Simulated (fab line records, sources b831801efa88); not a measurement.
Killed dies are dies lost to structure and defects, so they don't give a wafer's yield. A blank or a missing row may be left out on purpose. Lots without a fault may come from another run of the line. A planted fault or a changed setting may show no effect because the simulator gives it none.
Which tool did it? | flow gf180mcu | 6 lots, 18 wafers sampled, at 4 steps of a route of 602

WHAT THE GAUGES READ, wafer by wafer
GF_M1_RS_MEAS_05: measures by four-point-probe.
lot  | measured     | on            | M1_ALCU_RS (ohm/sq)
L469 | day 17 01:10 | film_metro-01 | 0.0702 0.0700 0.0709
L473 | day 18 11:35 | film_metro-02 | 0.0689 0.0698 0.0694
L476 | day 19 15:34 | film_metro-01 | 0.0702 0.0704 0.0709
L478 | day 20 14:24 | film_metro-02 | 0.0689 0.0692 0.0689
L486 | day 23 00:18 | film_metro-02 | 0.0638 0.0638 0.0638
L490 | day 24 07:44 | film_metro-02 | 0.0692 0.0705 0.0698

WHICH TOOL RAN EACH LOT (tool, then ch and the chambers of the sampled wafers, then the start)
lot  | GF_SALICIDE_RTA_08               | GF_M1_SPUTTER_02             | GF_M1_SPUTTER_03
L469 | rtp_anneal-01 ch 0, day 16 00:30 | pvd_sputter-02, day 17 01:04 | pvd_sputter-02, day 17 01:05
L473 | rtp_anneal-01 ch 0, day 17 09:25 | pvd_sputter-04, day 18 11:27 | pvd_sputter-04, day 18 11:29
L476 | rtp_anneal-01 ch 0, day 18 12:56 | pvd_sputter-02, day 19 15:27 | pvd_sputter-02, day 19 15:29
L478 | rtp_anneal-01 ch 0, day 19 11:31 | pvd_sputter-02, day 20 14:19 | pvd_sputter-02, day 20 14:20
L486 | rtp_anneal-01 ch 0, day 21 22:58 | pvd_sputter-02, day 23 00:13 | pvd_sputter-02, day 23 00:14
L490 | rtp_anneal-02 ch 0, day 23 07:11 | pvd_sputter-01, day 24 07:39 | pvd_sputter-01, day 24 07:41
- GF_SALICIDE_RTA_08: time 30 s.
- GF_M1_SPUTTER_02: material AlCu, target thk 450 nm, time 23.9 s.
- GF_M1_SPUTTER_03: material Ti, target thk 10 nm, time 6.7 s.

THE ANSWER, worked out from the rows above alone
Rule: what is usual is taken from the lots themselves. Put in order of their means at a reading, lots are off if they are a third of the lots or fewer, leave a main group of 4 or more, and stand apart from it by a gap of 3 or more times the standard deviation of the main group's means; of several such gaps the widest counts. A main group whose means are all the same, to the digits that the tables above print for the reading, isn't used. A lot without any number at a reading at which 4 lots or more have one is off too. The other lots that the step has rows for count as sound.
Off: L486, at GF_M1_RS_MEAS_05 (M1_ALCU_RS). The main group: mean 0.0698 ohm/sq, standard deviation 0.00057.
A tool fits if, at a process step before that reading, it ran every lot that is off, and no sound lot after the first of them. The gauges at GF_M1_RS_MEAS_05 are tried like those tools. Can't be told from this: 2 tools fit, rtp_anneal-01 at GF_SALICIDE_RTA_08, pvd_sputter-02 at GF_M1_SPUTTER_02 and GF_M1_SPUTTER_03.

WHAT THE SIMULATOR HAD PUT IN
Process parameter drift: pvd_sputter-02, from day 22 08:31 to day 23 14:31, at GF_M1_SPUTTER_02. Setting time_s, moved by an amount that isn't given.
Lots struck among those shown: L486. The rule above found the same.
